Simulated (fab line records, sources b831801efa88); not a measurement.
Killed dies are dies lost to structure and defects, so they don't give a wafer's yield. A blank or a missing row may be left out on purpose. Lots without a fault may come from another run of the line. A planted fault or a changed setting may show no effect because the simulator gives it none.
Chamber matching | flow sky130 | SKY_LI_CONTACT_CMP_02 on cmp-01: 4 sister chambers
The step polishes PSG. 14 wafers are shown with their chamber, then 6 later ones without.

WAFERS WITH THEIR CHAMBER
wafer  | chamber | motor_current_A (A) | time_to_endpoint_s (s) | platen_rpm (rpm)
L617.2 | 1       | 12.8                | 32.7                   | 60.02
L617.3 | 2       | 11.0                | 35.9                   | 59.95
L617.4 | 0       | 10.4                | 36.9                   | 60.04
L622.1 | 2       | 11.1                | 34.8                   | 59.99
L622.4 | 1       | 12.3                | 33.4                   | 59.99
L629.2 | 1       | 11.7                | 35.7                   | 60.02
L629.3 | 3       | 11.8                | 35.1                   | 60.02
L629.4 | 0       | 10.0                | 37.0                   | 60.03
L627.2 | 2       | 10.4                | 37.7                   | 60.03
L627.4 | 0       | 10.7                | 37.9                   | 59.96
L627.6 | 0       | 9.8                 | 38.2                   | 59.95
L628.2 | 2       | 11.3                | 38.3                   | 60.03
L628.4 | 3       | 12.4                | 31.0                   | 60.00
L628.6 | 1       | 12.4                | 33.7                   | 59.97

SIGNATURES (means of the wafers above)
reading            | chamber 0 | chamber 1 | chamber 2 | chamber 3 | scatter within a chamber
motor_current_A    | 10.225    | 12.300    | 10.950    | 12.100    | 0.417
time_to_endpoint_s | 37.500    | 33.875    | 36.675    | 33.050    | 1.5
platen_rpm         | 59.9950   | 60.0000   | 60.0000   | 60.0100   | 0.0359
Rule: a wafer's distance from a chamber is the root of the sum, over the readings, of the square of ((its reading less the chamber's mean) divided by the reading's scatter). The wafer belongs to the nearest chamber; if the next one is less than 2 further off, it can't be placed. The scatter: the root of (the sum of the squares of (reading less its chamber's mean) over the shown wafers, divided by (wafers less chambers)).

WAFERS WITHOUT THEIR CHAMBER
wafer  | motor_current_A (A) | time_to_endpoint_s (s) | platen_rpm (rpm)
L630.2 | 12.7                | 32.0                   | 60.04
L630.3 | 11.4                | 31.1                   | 59.92
L630.4 | 10.0                | 33.4                   | 59.94
L631.2 | 10.6                | 38.6                   | 59.97
L631.4 | 13.0                | 36.1                   | 60.00
L631.6 | 12.9                | 36.4                   | 59.93

WHICH CHAMBER EACH WENT THROUGH
wafer  | from the rows above          | in truth
L630.2 | can't be placed: 3 or 1      | 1
L630.3 | can't be placed: 3 or 1 or 2 | 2
L630.4 | can't be placed: 0 or 2      | 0
L631.2 | can't be placed: 0 or 2      | 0
L631.4 | can't be placed: 1 or 3      | 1
L631.6 | can't be placed: 1 or 3      | 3
Placed correctly: 0 of 6. Can't be placed from these rows: 6 (the true chamber is among the candidates in 6). Placed wrongly: 0.
